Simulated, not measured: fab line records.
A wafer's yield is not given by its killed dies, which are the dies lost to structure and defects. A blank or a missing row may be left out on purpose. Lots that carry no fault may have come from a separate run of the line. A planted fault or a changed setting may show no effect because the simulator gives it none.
Split-lot study | flow sfq-line | 23 wafers read across 5 lots, on a route 325 steps long

SPLIT DETAILS
At SFQ_TRILAYER_R5_DEP_SPUTTER_133 (material MoNx, target thk 40 nm, time 66.7 s), the setting time-s was moved away from the recipe's 66.7 s on 8 of the 23 wafers read, by -9.1% to +10.3%. For the rest of the wafers, this setting stayed at what the recipe calls for.

FROM THE SPLIT TO THE READING: what the file shows between them, 2 steps
- SFQ_TRILAYER_R5_DEP_SPUTTER_134: material Ti, target thk 5 nm, time 5 s
- SFQ_R5_RS_MEAS_933: measures by four-point-probe

THE READING
R5_MONX_THK, in nm, at SFQ_R5_THK_MEAS_934 (measures by xrf). A value of 40.3 nm with a standard deviation of 0.46 nm is what fault-free wafers of this fab line usually give.

wafer  | tool, chamber at the split | time-s as run, s | against the recipe | R5_MONX_THK, nm | against lot-mates on the recipe
L074.1 | pvd-sputter-06, -          | 73.55            | +10.3%             | 44.5            | +4.4
L074.2 | pvd-sputter-06, -          | 66.7             | recipe             | 40.1            | -
L074.3 | pvd-sputter-06, -          | 66.7             | recipe             | 39.8            | -
L074.5 | pvd-sputter-06, -          | 73.55            | +10.3%             | 44.3            | +4.2
L074.6 | pvd-sputter-06, -          | 66.7             | recipe             | 40.5            | -
L075.1 | pvd-sputter-06, -          | 66.7             | recipe             | 39.8            | -
L075.2 | pvd-sputter-06, -          | 60.64            | -9.1%              | 36.8            | -3.2
L075.3 | pvd-sputter-06, -          | 66.7             | recipe             | 40.2            | -
L075.5 | pvd-sputter-06, -          | 60.64            | -9.1%              | 36.7            | -3.3
L075.6 | pvd-sputter-06, -          | 60.64            | -9.1%              | 36.3            | -3.7
L078.1 | pvd-sputter-03, -          | 66.7             | recipe             | 41.3            | -
L078.2 | pvd-sputter-03, -          | 66.7             | recipe             | 41.2            | -
L078.3 | pvd-sputter-03, -          | 66.7             | recipe             | 41.7            | -
L078.4 | pvd-sputter-03, -          | 66.7             | recipe             | 41.8            | -
L078.5 | pvd-sputter-03, -          | 66.7             | recipe             | 41.5            | -
L079.2 | pvd-sputter-03, -          | 66.7             | recipe             | 40.2            | -
L079.4 | pvd-sputter-03, -          | 66.7             | recipe             | 39.9            | -
L079.6 | pvd-sputter-03, -          | 66.7             | recipe             | 39.7            | -
L082.2 | pvd-sputter-03, -          | 70.3             | +5.4%              | 42.1            | +1.9
L082.3 | pvd-sputter-03, -          | 70.3             | +5.4%              | 42.3            | +2.1
L082.4 | pvd-sputter-03, -          | 66.7             | recipe             | 40.1            | -
L082.5 | pvd-sputter-03, -          | 66.7             | recipe             | 40.3            | -
L082.6 | pvd-sputter-03, -          | 70.3             | +5.4%              | 41.9            | +1.7

THE FIT
A straight line over all 23 wafers: R5_MONX_THK changes by +0.391 nm for each +1% of time-s; r = +0.95; the points scatter about the line by 0.65 nm.
The same after taking each lot's own level away (the mean of its wafers on the recipe; 23 wafers): +0.386 nm for each +1%; r = +0.99; scatter 0.25 nm.
Per that fit: largest time-s move, reading shift of 4 nm.
From 39.93 to 41.50 nm: that is the span of the lots' own levels, equal to 3.4 times the standard deviation above.
Consequently the slope shifts little with the lot-to-lot level, the two slopes agreeing.
Check: for one of the wafers moved furthest among these (+10.3%), held out of the fit, the line's prediction against its lot-mates is +3.87 nm. It came out at +4.37 nm against them.

THE OTHER SPLITS THESE WAFERS WENT THROUGH
Other splits were also applied to these wafers ahead of the reading. Each is held against what the fit with the lots' levels taken away leaves over:
other split on the same wafers           | wafers away from the commonest value | r with R5_MONX_THK (lot level and that fit taken away)
SFQ_TRILAYER_M5_LITHO_PEB_126 peb-temp-c | 10                                   | +0.14
SFQ_TRILAYER_A5B_DEP_PECVD_129 time-s    | 11                                   | -0.09

THE WHOLE CHAIN: every reading that the file lists as answering this split, in the file's order
step                            | what it does                                 | reading                                                                                     | change (the file's fit)               | r (the file's)
SFQ_TRILAYER_R5_DEP_SPUTTER_133 | material MoNx, target thk 40 nm, time 66.7 s | MoNx_of_TRILAYER_R5_DEP_SPUTTER_133.thk-nm (the simulator's own value, which no gauge read) | +0.396 nm for each +1% of the setting | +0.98
SFQ_R5_RS_MEAS_933              | measures by four-point-probe                 | R5_MONX_RS                                                                                  | -0.0637 for each +1% of the setting   | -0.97
SFQ_R5_THK_MEAS_934             | measures by xrf                              | R5_MONX_THK                                                                                 | +0.393 for each +1% of the setting    | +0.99

THE FILE'S OWN FIT
R5_MONX_THK changes by +0.393 nm for each +1% of time-s, r = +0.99.
